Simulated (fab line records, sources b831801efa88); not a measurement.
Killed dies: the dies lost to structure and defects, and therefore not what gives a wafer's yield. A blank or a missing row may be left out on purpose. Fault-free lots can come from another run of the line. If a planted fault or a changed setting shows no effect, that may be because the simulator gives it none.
Which tool did it? + flow sky130 + Sampling: 24 lots, 72 wafers, 6 of 708 route steps

WHAT THE GAUGES SHOWED, per wafer
SKY_LOCAL_INTERCONNECT_OVL_MEAS_12.
| lot  | measured     | on         | LOCAL_INTERCONNECT_OVL (nm) |
|------|--------------|------------|-----------------------------|
| L075 | day 31 13:54 | overlay-02 | -5 8 -2                     |
| L074 | day 31 15:24 | overlay-01 | 13 7 14                     |
| L079 | day 31 15:45 | overlay-01 | -1 1 -6                     |
| L077 | day 31 15:48 | overlay-01 | 11 8 9                      |
| L076 | day 31 15:52 | overlay-01 | -1 -8 0                     |
| L078 | day 31 16:07 | overlay-01 | 10 8 6                      |
| L080 | day 31 16:27 | overlay-02 | -3 -4 -3                    |
| L081 | day 31 20:57 | overlay-01 | 1 5 2                       |
| L082 | day 33 00:55 | overlay-01 | 4 -5 3                      |
| L083 | day 33 03:00 | overlay-02 | 8 7 11                      |
| L084 | day 33 10:19 | overlay-02 | -5 4 -1                     |
| L086 | day 38 01:42 | overlay-02 | 10 1 4                      |
| L087 | day 38 03:22 | overlay-02 | 5 4 11                      |
| L089 | day 38 03:48 | overlay-02 | -5 7 0                      |
| L093 | day 38 03:54 | overlay-01 | 15 4 11                     |
| L088 | day 38 04:16 | overlay-01 | 6 -4 -4                     |
| L085 | day 38 04:37 | overlay-02 | 6 4 4                       |
| L095 | day 38 05:34 | overlay-01 | -1 -9 -4                    |
| L091 | day 38 05:43 | overlay-02 | 10 4 -1                     |
| L090 | day 38 07:19 | overlay-01 | 9 6 6                       |
| L094 | day 38 07:40 | overlay-02 | 1 3 8                       |
| L096 | day 38 08:58 | overlay-02 | 8 4 13                      |
| L097 | day 38 09:48 | overlay-01 | 14 3 0                      |
| L092 | day 38 11:04 | overlay-01 | -1 1 -9                     |

SKY_VIA3_OVL_MEAS_13.
| lot  | measured     | on         | VIA3_OVL (nm) |
|------|--------------|------------|---------------|
| L075 | day 40 13:30 | overlay-02 | -1 -8 -10     |
| L074 | day 40 15:09 | overlay-02 | -4 -1 3       |
| L079 | day 40 15:00 | overlay-02 | 5 10 9        |
| L077 | day 40 15:28 | overlay-02 | -2 -1 1       |
| L076 | day 40 17:46 | overlay-02 | -6 -3 -4      |
| L078 | day 40 15:58 | overlay-02 | 2 3 -4        |
| L080 | day 40 18:07 | overlay-01 | -3 -4 4       |
| L081 | day 40 18:51 | overlay-02 | 1 2 14        |
| L082 | day 41 20:10 | overlay-02 | 7 6 9         |
| L083 | day 41 21:04 | overlay-02 | -3 1 6        |
| L084 | day 42 02:55 | overlay-02 | -7 -7 -9      |
| L086 | day 46 06:09 | overlay-02 | 7 -1 9        |
| L087 | day 46 08:40 | overlay-02 | -4 1 -6       |
| L089 | day 46 08:16 | overlay-01 | 4 -3 -1       |
| L093 | day 46 09:39 | overlay-01 | 2 -2 -2       |
| L088 | day 46 08:55 | overlay-01 | 4 2 2         |
| L085 | day 46 10:52 | overlay-02 | 3 -4 1        |
| L095 | day 46 12:24 | overlay-01 | 0 -1 -5       |
| L091 | day 46 15:52 | overlay-01 | -1 0 -4       |
| L090 | day 46 17:04 | overlay-02 | 8 -7 6        |
| L094 | day 46 18:04 | overlay-02 | 2 0 1         |
| L096 | day 46 19:49 | overlay-01 | -4 -5 0       |
| L097 | day 46 20:18 | overlay-01 | 3 7 -3        |
| L092 | day 46 21:55 | overlay-01 | 0 -2 -1       |

EACH LOT AND THE TOOL THAT RAN IT (in order: tool; ch and the chambers of the sampled wafers; start)
| lot  | SKY_LI_CONTACT_SPUTTER_20    | SKY_CONTACT_ETCH_17                | SKY_VIA1_CMP_24               | SKY_METAL2_SPUTTER_02        |
|------|------------------------------|------------------------------------|-------------------------------|------------------------------|
| L075 | pvd_sputter-04, day 30 08:56 | rie_diel-02 ch 0,1,2, day 32 18:57 | cmp-02 ch 1,2,3, day 35 03:01 | pvd_sputter-03, day 35 03:19 |
| L074 | pvd_sputter-01, day 30 09:17 | rie_diel-02 ch 0,2, day 32 20:11   | cmp-02 ch 1,2,3, day 35 04:18 | pvd_sputter-03, day 35 04:36 |
| L079 | pvd_sputter-02, day 30 10:14 | rie_diel-03 ch 0,2,3, day 32 20:18 | cmp-01 ch 0,1,2, day 35 04:03 | pvd_sputter-02, day 35 04:21 |
| L077 | pvd_sputter-01, day 30 10:41 | rie_diel-04 ch 0,2,3, day 32 20:35 | cmp-01 ch 0,1,3, day 35 04:30 | pvd_sputter-04, day 35 04:42 |
| L076 | pvd_sputter-01, day 30 11:11 | rie_diel-03 ch 2,3, day 32 20:56   | cmp-01 ch 0,2,3, day 35 05:36 | pvd_sputter-04, day 35 05:51 |
| L078 | pvd_sputter-04, day 30 11:41 | rie_diel-04 ch 0,1,3, day 32 21:14 | cmp-02 ch 0,3, day 35 05:18   | pvd_sputter-03, day 35 05:39 |
| L080 | pvd_sputter-01, day 30 11:44 | rie_diel-02 ch 0,1, day 32 21:17   | cmp-02 ch 1,2,3, day 35 06:09 | pvd_sputter-02, day 35 06:30 |
| L081 | pvd_sputter-02, day 30 16:47 | rie_diel-02 ch 1,2, day 33 01:02   | cmp-02 ch 0,1,2, day 35 08:54 | pvd_sputter-02, day 35 09:09 |
| L082 | pvd_sputter-01, day 31 20:38 | rie_diel-02 ch 1,2,3, day 34 03:59 | cmp-02 ch 0,1,3, day 36 12:36 | pvd_sputter-03, day 36 12:57 |
| L083 | pvd_sputter-02, day 31 22:44 | rie_diel-02 ch 0,1,2, day 34 06:08 | cmp-02 ch 0,1,2, day 36 14:40 | pvd_sputter-03, day 36 15:00 |
| L084 | pvd_sputter-01, day 32 07:29 | rie_diel-03 ch 0,3, day 34 13:29   | cmp-01 ch 0,1, day 36 20:52   | pvd_sputter-02, day 36 21:09 |
| L086 | pvd_sputter-04, day 37 00:29 | rie_diel-03 ch 0,1,3, day 39 03:38 | cmp-01 ch 0,1,3, day 41 06:56 | pvd_sputter-03, day 41 07:14 |
| L087 | pvd_sputter-01, day 37 01:47 | rie_diel-03 ch 0,1, day 39 05:47   | cmp-01 ch 0,2,3, day 41 10:03 | pvd_sputter-04, day 41 10:18 |
| L089 | pvd_sputter-02, day 37 01:56 | rie_diel-04 ch 1,2, day 39 05:47   | cmp-02 ch 0,1, day 41 09:42   | pvd_sputter-03, day 41 10:03 |
| L093 | pvd_sputter-01, day 37 02:08 | rie_diel-03 ch 1,2,3, day 39 06:32 | cmp-02 ch 0,2, day 41 11:10   | pvd_sputter-03, day 41 11:31 |
| L088 | pvd_sputter-04, day 37 02:29 | rie_diel-04 ch 0,2, day 39 06:53   | cmp-01 ch 1,3, day 41 11:30   | pvd_sputter-02, day 41 11:50 |
| L085 | pvd_sputter-01, day 37 03:47 | rie_diel-02 ch 0,2,3, day 39 06:56 | cmp-01 ch 0,2, day 41 11:52   | pvd_sputter-04, day 41 12:13 |
| L095 | pvd_sputter-04, day 37 04:29 | rie_diel-03 ch 0,2, day 39 07:23   | cmp-02 ch 1,2, day 41 12:47   | pvd_sputter-03, day 41 13:08 |
| L091 | pvd_sputter-02, day 37 04:44 | rie_diel-02 ch 0,1,3, day 39 07:35 | cmp-01 ch 0,1, day 41 13:13   | pvd_sputter-04, day 41 13:31 |
| L090 | pvd_sputter-01, day 37 05:42 | rie_diel-03 ch 1,2, day 39 09:38   | cmp-02 ch 0,1, day 41 14:40   | pvd_sputter-03, day 41 15:01 |
| L094 | pvd_sputter-04, day 37 06:32 | rie_diel-04 ch 1,3, day 39 09:42   | cmp-01 ch 0,1,3, day 41 14:50 | pvd_sputter-02, day 41 15:08 |
| L096 | pvd_sputter-01, day 37 07:23 | rie_diel-03 ch 0,1, day 39 11:08   | cmp-01 ch 0,1,3, day 41 15:55 | pvd_sputter-03, day 41 16:10 |
| L097 | pvd_sputter-02, day 37 07:44 | rie_diel-02 ch 0,1,3, day 39 11:29 | cmp-02 ch 0,2,3, day 41 16:26 | pvd_sputter-04, day 41 16:47 |
| L092 | pvd_sputter-04, day 37 10:15 | rie_diel-03 ch 0,1,2, day 39 12:47 | cmp-01 ch 0,1, day 41 17:31   | pvd_sputter-03, day 41 17:49 |
- SKY_LI_CONTACT_SPUTTER_20: material TiN, target thk 20 nm, time 80 s.
- SKY_CONTACT_ETCH_17: etches SiO2 in C4F8/O2/Ar, stops on Si3N4, target depth 340 nm.
- SKY_VIA1_CMP_24: polishes, stops on SiO2, t overpolish 15 s, target thk 0 nm.
- SKY_METAL2_SPUTTER_02: material AlCu, target thk 250 nm, time 13.3 s.

AS READ BY THE TOOLS THEMSELVES (means over the sampled wafers that have a number; for cases with no such wafer, the mark the record gives instead)
SKY_LI_CONTACT_SPUTTER_20.
| lot  | tool           | throttle_valve_pct (%) |
|------|----------------|------------------------|
| L075 | pvd_sputter-04 | 30.5                   |
| L074 | pvd_sputter-01 | 30.3                   |
| L079 | pvd_sputter-02 | 29.8                   |
| L077 | pvd_sputter-01 | 30.2                   |
| L076 | pvd_sputter-01 | 30.4                   |
| L078 | pvd_sputter-04 | 30.4                   |
| L080 | pvd_sputter-01 | 30.6                   |
| L081 | pvd_sputter-02 | 29.6                   |
| L082 | pvd_sputter-01 | 29.9                   |
| L083 | pvd_sputter-02 | 30.0                   |
| L084 | pvd_sputter-01 | 29.5                   |
| L086 | pvd_sputter-04 | 30.3                   |
| L087 | pvd_sputter-01 | 30.1                   |
| L089 | pvd_sputter-02 | 30.9                   |
| L093 | pvd_sputter-01 | 30.2                   |
| L088 | pvd_sputter-04 | 30.2                   |
| L085 | pvd_sputter-01 | 30.5                   |
| L095 | pvd_sputter-04 | 30.6                   |
| L091 | pvd_sputter-02 | 29.9                   |
| L090 | pvd_sputter-01 | 30.5                   |
| L094 | pvd_sputter-04 | 30.3                   |
| L096 | pvd_sputter-01 | 30.1                   |
| L097 | pvd_sputter-02 | 30.0                   |
| L092 | pvd_sputter-04 | 31.4                   |

SKY_CONTACT_ETCH_17.
| lot  | tool        | oes_product_au (a.u.) |
|------|-------------|-----------------------|
| L075 | rie_diel-02 | 0.896                 |
| L074 | rie_diel-02 | 0.892                 |
| L079 | rie_diel-03 | 0.886                 |
| L077 | rie_diel-04 | 0.888                 |
| L076 | rie_diel-03 | 0.889                 |
| L078 | rie_diel-04 | 0.891                 |
| L080 | rie_diel-02 | 0.898                 |
| L081 | rie_diel-02 | 0.896                 |
| L082 | rie_diel-02 | 0.892                 |
| L083 | rie_diel-02 | 0.890                 |
| L084 | rie_diel-03 | 0.886                 |
| L086 | rie_diel-03 | 0.887                 |
| L087 | rie_diel-03 | 0.888                 |
| L089 | rie_diel-04 | 0.893                 |
| L093 | rie_diel-03 | 0.896                 |
| L088 | rie_diel-04 | 0.892                 |
| L085 | rie_diel-02 | 0.887                 |
| L095 | rie_diel-03 | 0.895                 |
| L091 | rie_diel-02 | 0.895                 |
| L090 | rie_diel-03 | 0.884                 |
| L094 | rie_diel-04 | 0.894                 |
| L096 | rie_diel-03 | 0.891                 |
| L097 | rie_diel-02 | 0.893                 |
| L092 | rie_diel-03 | 0.887                 |

SKY_VIA1_CMP_24.
| lot  | tool   | motor_current_A (A) | overpolish_run_s (s) | slurry_filter_dp_kPa (kPa) | time_to_endpoint_s (s) |
|------|--------|---------------------|----------------------|----------------------------|------------------------|
| L075 | cmp-02 | 11.1                | 14.997               | 13.51                      | 68                     |
| L074 | cmp-02 | 10.7                | 15.001               | 13.59                      | 69                     |
| L079 | cmp-01 | 11.1                | 14.997               | 13.52                      | 64                     |
| L077 | cmp-01 | 11.2                | 15.007               | 13.42                      | 68                     |
| L076 | cmp-01 | 11.4                | 15.005               | 13.57                      | 67                     |
| L078 | cmp-02 | 9.5                 | 15.003               | 13.45                      | 64                     |
| L080 | cmp-02 | 10.9                | 14.997               | 13.55                      | 66                     |
| L081 | cmp-02 | 11.4                | 15.002               | 13.54                      | 70                     |
| L082 | cmp-02 | 9.7                 | 15.009               | 13.57                      | 70                     |
| L083 | cmp-02 | 11.5                | 15.000               | 13.56                      | 70                     |
| L084 | cmp-01 | 10.5                | 14.995               | 13.39                      | 62                     |
| L086 | cmp-01 | 11.2                | 14.998               | 13.64                      | 64                     |
| L087 | cmp-01 | 11.4                | 15.002               | 13.59                      | 65                     |
| L089 | cmp-02 | 10.1                | 15.000               | 13.49                      | 61                     |
| L093 | cmp-02 | 12.4                | 15.002               | 13.60                      | 61                     |
| L088 | cmp-01 | 11.6                | 14.994               | 13.49                      | 64                     |
| L085 | cmp-01 | 11.5                | 15.002               | 13.39                      | 67                     |
| L095 | cmp-02 | 11.2                | 15.000               | 13.44                      | 63                     |
| L091 | cmp-01 | 10.4                | 15.001               | 13.61                      | 66                     |
| L090 | cmp-02 | 10.2                | 14.998               | 13.43                      | 61                     |
| L094 | cmp-01 | 11.3                | 14.994               | 13.48                      | 66                     |
| L096 | cmp-01 | 11.2                | 15.008               | 13.47                      | 66                     |
| L097 | cmp-02 | 11.0                | 15.002               | 13.51                      | 59                     |
| L092 | cmp-01 | 10.4                | 14.997               | 13.60                      | 66                     |

SKY_METAL2_SPUTTER_02.
| lot  | tool           | throttle_valve_pct (%) |
|------|----------------|------------------------|
| L075 | pvd_sputter-03 | 29.0                   |
| L074 | pvd_sputter-03 | 30.2                   |
| L079 | pvd_sputter-02 | 29.1                   |
| L077 | pvd_sputter-04 | 31.2                   |
| L076 | pvd_sputter-04 | 30.3                   |
| L078 | pvd_sputter-03 | 27.9                   |
| L080 | pvd_sputter-02 | 29.7                   |
| L081 | pvd_sputter-02 | 29.6                   |
| L082 | pvd_sputter-03 | 29.5                   |
| L083 | pvd_sputter-03 | 28.2                   |
| L084 | pvd_sputter-02 | 30.4                   |
| L086 | pvd_sputter-03 | 28.9                   |
| L087 | pvd_sputter-04 | 30.0                   |
| L089 | pvd_sputter-03 | 30.4                   |
| L093 | pvd_sputter-03 | 29.6                   |
| L088 | pvd_sputter-02 | 30.9                   |
| L085 | pvd_sputter-04 | 30.7                   |
| L095 | pvd_sputter-03 | 28.4                   |
| L091 | pvd_sputter-04 | 30.6                   |
| L090 | pvd_sputter-03 | 30.6                   |
| L094 | pvd_sputter-02 | 30.5                   |
| L096 | pvd_sputter-03 | 29.6                   |
| L097 | pvd_sputter-04 | 31.3                   |
| L092 | pvd_sputter-03 | 29.5                   |

THE ANSWER, worked out from the rows above alone
Rule: the usual values come from the lots themselves. The widest of any qualifying gaps counts: lots, ordered by their means at a reading, are off when they make up no more than a third of the lots, leave a main group of 4 or more, and stand apart from it by 3 or more times the standard deviation of that group's means. If all means in a main group match to the digits the tables above print for the reading, that group is not used. A lot without any number at a reading at which 4 lots or more have one is off too. The other lots that the step has rows for count as sound. The gauges are gone through in route order, then the tools' own readings, and for those a lot's mean is taken as printed above. The first step at which some lot is off is used, and at that step the reading that is off furthest; a lot without a number counts as furthest.
No lot is off on any of the readings shown, so nothing can be concluded from this.

WHAT HAD BEEN PUT IN BY THE SIMULATOR
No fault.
